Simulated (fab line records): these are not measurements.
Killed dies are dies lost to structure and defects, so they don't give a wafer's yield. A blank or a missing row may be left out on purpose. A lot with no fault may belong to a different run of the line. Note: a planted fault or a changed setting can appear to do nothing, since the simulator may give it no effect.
Which tool was responsible? ; flow gf180mcu ; 11 lots, 33 wafers sampled, at 6 steps of a route of 602

WHAT THE GAUGES READ, wafer by wafer
GF_MVPSD_OVL_MEAS_07.
lot;measured;on;MVPSD_OVL (nm)
L990;day 5 01:41;overlay-01;1.7 -0.1 -0.1
L993;day 5 17:20;overlay-01;-0.4 1.5 1.4
L994;day 5 22:50;overlay-01;-2.7 -0.4 0.2
L996;day 6 10:29;overlay-02;-3.4 -3.8 -1.1
L997;day 6 18:44;overlay-01;-2.3 -2.3 -1.7
L998;day 7 00:26;overlay-02;-2.2 -1.3 -2.2
L999;day 7 04:44;overlay-01;-1.8 -1.1 -1.1
L100;day 7 11:44;overlay-02;0.7 0.2 -0.8
L110;day 9 23:35;overlay-01;- - -
L112;day 10 11:10;overlay-01;2.3 2.8 2.8
L113;day 10 19:49;overlay-01;-1.2 -2.4 -2.9

GF_MVPSD_TW_MEAS_11.
lot;measured;on;MVPSD_TW
L990;day 5 02:07;film-metro-04;539 539 540
L993;day 5 17:46;film-metro-03;549 554 551
L994;day 5 23:16;film-metro-03;552 553 552
L996;day 6 10:55;film-metro-01;547 550 549
L997;day 6 19:11;film-metro-01;546 546 549
L998;day 7 00:52;film-metro-03;552 552 553
L999;day 7 05:10;film-metro-03;553 550 551
L100;day 7 12:11;film-metro-03;555 550 554
L110;day 10 00:01;film-metro-01;30 30 30
L112;day 10 11:37;film-metro-03;551 549 552
L113;day 10 20:16;film-metro-03;554 549 553

GF_VT_IMPLANT_TW_MEAS_10.
lot;measured;on;VT_IMPLANT_TW
L990;day 5 16:47;film-metro-03;565.2 561.0 564.1
L993;day 6 08:46;film-metro-02;562.3 564.7 565.6
L994;day 6 14:35;film-metro-02;566.8 565.1 565.4
L996;day 7 02:03;film-metro-03;565.3 566.9 565.0
L997;day 7 10:59;film-metro-02;561.3 560.9 563.2
L998;day 7 16:37;film-metro-02;564.8 560.5 558.8
L999;day 7 21:17;film-metro-02;565.0 561.5 565.1
L100;day 8 04:16;film-metro-01;561.0 559.8 562.4
L110;day 10 18:14;film-metro-02;691.8 688.4 688.9
L112;day 11 06:20;film-metro-01;562.6 562.5 561.7
L113;day 11 15:14;film-metro-03;563.2 564.4 563.7

GF_V2_OVL_MEAS_15.
lot;measured;on;V2_OVL (nm)
L990;day 20 06:15;overlay-01;4 3 4
L993;day 21 04:33;overlay-01;10 4 8
L994;day 21 20:49;overlay-02;-2 -5 -6
L996;day 22 09:58;overlay-01;-3 7 4
L997;day 23 04:08;overlay-01;-9 -3 -12
L998;day 23 09:01;overlay-01;2 -6 6
L999;day 23 11:14;overlay-01;4 -3 4
L100;day 24 03:25;overlay-01;3 1 -5
L110;day 27 01:17;overlay-02;0 0 -2
L112;day 27 21:06;overlay-02;-5 -4 -4
L113;day 28 00:32;overlay-01;2 1 0

WHICH TOOL RAN EACH LOT (tool, then ch and the chambers of the sampled wafers, then the start)
lot;GF_MVPSD_EXPOSE_04;GF_V1_CMP_04
L990;iline-stepper-02 ch 0, day 4 18:41;cmp-01 ch 0,3, day 17 01:31
L993;iline-stepper-02 ch 0, day 5 09:58;cmp-01 ch 1,2,3, day 18 00:47
L994;iline-stepper-02 ch 0, day 5 16:02;cmp-02 ch 0,3, day 18 17:59
L996;iline-stepper-02 ch 0, day 6 03:06;cmp-01 ch 0,2,3, day 19 05:59
L997;iline-stepper-02 ch 0, day 6 11:26;cmp-01 ch 2,3, day 20 01:17
L998;iline-stepper-02 ch 0, day 6 16:56;cmp-01 ch 0,2,3, day 20 07:03
L999;iline-stepper-01 ch 0, day 6 20:49;cmp-02 ch 0,1,3, day 20 08:57
L100;iline-stepper-01 ch 0, day 7 04:23;cmp-02 ch 0,3, day 21 02:26
L110;iline-stepper-02 ch 0, day 9 15:07;cmp-02 ch 0,2,3, day 24 06:05
L112;iline-stepper-01 ch 0, day 10 02:22;cmp-01 ch 0,3, day 25 03:17
L113;iline-stepper-02 ch 0, day 10 10:57;cmp-02 ch 1,2,3, day 25 07:13
- GF_MVPSD_EXPOSE_04: exposes mask MVPSD, target cd 1000 nm.
- GF_V1_CMP_04: polishes SiO2.

WHAT THE TOOLS THEMSELVES READ (means of the sampled wafers that have a number; where no wafer has one, the mark that the record gives instead)
GF_MVPSD_EXPOSE_04.
lot;tool;reticle-temp-C (C)
L990;iline-stepper-02;22.91
L993;iline-stepper-02;23.02
L994;iline-stepper-02;23.06
L996;iline-stepper-02;23.08
L997;iline-stepper-02;22.98
L998;iline-stepper-02;23.00
L999;iline-stepper-01;22.98
L100;iline-stepper-01;22.93
L110;iline-stepper-02;23.07
L112;iline-stepper-01;23.03
L113;iline-stepper-02;22.92

GF_V1_CMP_04.
lot;tool;head-pressure-psi (psi);motor-current-A (A);time-to-endpoint-s (s)
L990;cmp-01;3.991;10.8;85
L993;cmp-01;3.999;10.7;85
L994;cmp-02;3.999;14.1;78
L996;cmp-01;4.001;11.3;84
L997;cmp-01;3.996;10.2;86
L998;cmp-01;4.001;10.9;87
L999;cmp-02;4.006;14.2;85
L100;cmp-02;4.003;14.6;85
L110;cmp-02;3.995;13.4;93
L112;cmp-01;4.000;10.7;85
L113;cmp-02;4.000;13.7;85

THE ANSWER, worked out from the rows above alone
Rule: the lots themselves supply what counts as usual. The widest of any qualifying gaps counts: lots, ordered by their means at a reading, are off when they make up no more than a third of the lots, leave a main group of 4 or more, and stand apart from it by 3 or more times the standard deviation of that group's means. A main group whose means are all the same, to the digits that the tables above print for the reading, isn't used. A lot without any number at a reading at which 4 lots or more have one is off too. Any other lot the step has rows for is counted as sound. First the gauges in route order, then the tools' own readings, where a lot's mean is used as printed above. At the first step where some lot is off, the reading lying furthest off is the one used; lots without a number count as furthest.
Off: L110, seen at GF_MVPSD_OVL_MEAS_07 (MVPSD_OVL). Without a number there: L110. For the main group the mean is -0.7 nm and the standard deviation 1.6.
A tool fits if, at a process step before that reading, it ran every lot that is off, and no sound lot after the first of them. The gauges at GF_MVPSD_OVL_MEAS_07 aren't tried: what is off there is off at GF_MVPSD_TW_MEAS_11 too, on other tools, and a gauge's error can't cause that. No candidate that was tried fits.

WHAT HAD BEEN PUT IN BY THE SIMULATOR
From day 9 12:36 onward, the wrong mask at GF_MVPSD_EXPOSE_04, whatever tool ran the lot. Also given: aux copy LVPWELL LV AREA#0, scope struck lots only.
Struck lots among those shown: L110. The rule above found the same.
